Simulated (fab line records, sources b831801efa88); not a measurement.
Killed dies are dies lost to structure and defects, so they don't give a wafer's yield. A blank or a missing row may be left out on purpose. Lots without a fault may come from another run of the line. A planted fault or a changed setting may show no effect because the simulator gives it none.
One fault seen from 2 desks | flow gf180mcu | each desk has only its own numbers; what lay behind them comes last

THE METROLOGY DESK
What the gauges read, lot by lot, whatever tool the lot ran on: means of the sampled wafers that have a number. A lot is out of limits, marked OUT, if its mean lies more than 4 standard deviations from the usual mean; the brackets give that distance.
Columns: A = M1_ALCU_RS at GF_M1_RS_MEAS_05, usual 0.0696 ohm/sq; B = M1_ALCU_THK at GF_M1_THK_MEAS_06, usual 450 nm; C = V1_OVL at GF_V1_OVL_MEAS_15, usual -1 nm; D = V1_W_THK at GF_V1_THK_MEAS_25, usual 348 nm
lot  | first seen here | A      | B   | C  | D
L303 | day 16 01:20    | 0.0695 | 446 | -4 | 351
L304 | day 16 11:59    | 0.0696 | 450 | 3  | 355
L306 | day 16 19:59    | 0.0700 | 451 | -4 | 349
L308 | day 17 19:31    | 0.0694 | 455 | 3  | 355
L309 | day 18 06:02    | 0.0691 | 451 | -4 | 340
L312 | day 19 10:59    | 0.0690 | 454 | 3  | 342
L314 | day 20 13:43    | 0.0696 | 449 | -4 | 354
L318 | day 21 20:18    | 0.0700 | 445 | 4  | 347
L321 | day 22 18:25    | 0.0717 | 436 | -4 | 349
L325 | day 23 21:02    | 0.0708 | 440 | -7 | 351
L326 | day 24 05:31    | 0.0712 | 444 | -2 | 346
This desk's finding: nothing out of limits on any of the 11 lots.

THE TOOL OWNER'S DESK: pvd_sputter-01
The tool's own readings at GF_M1_SPUTTER_02 (material AlCu, target thk 450 nm, time 23.9 s): means of the sampled wafers that have a number, for each lot that ran on this tool. A lot is out of limits, marked OUT, if its mean lies more than 4 standard deviations from the usual mean; the brackets give that distance.
Columns: A = throttle_valve_pct at GF_M1_SPUTTER_02, usual 30.3 %
lot  | first seen here | A
L303 | day 16 01:11    | 31.1
L309 | day 18 05:57    | 29.4
L314 | day 20 13:37    | 30.6
L321 | day 22 18:19    | 30.2
This desk's finding: nothing out of limits on any of the 4 lots.

PUT TOGETHER
The metrology desk saw nothing out of limits.
The tool owner's desk saw nothing out of limits.

WHAT THE SIMULATOR HAD PUT IN
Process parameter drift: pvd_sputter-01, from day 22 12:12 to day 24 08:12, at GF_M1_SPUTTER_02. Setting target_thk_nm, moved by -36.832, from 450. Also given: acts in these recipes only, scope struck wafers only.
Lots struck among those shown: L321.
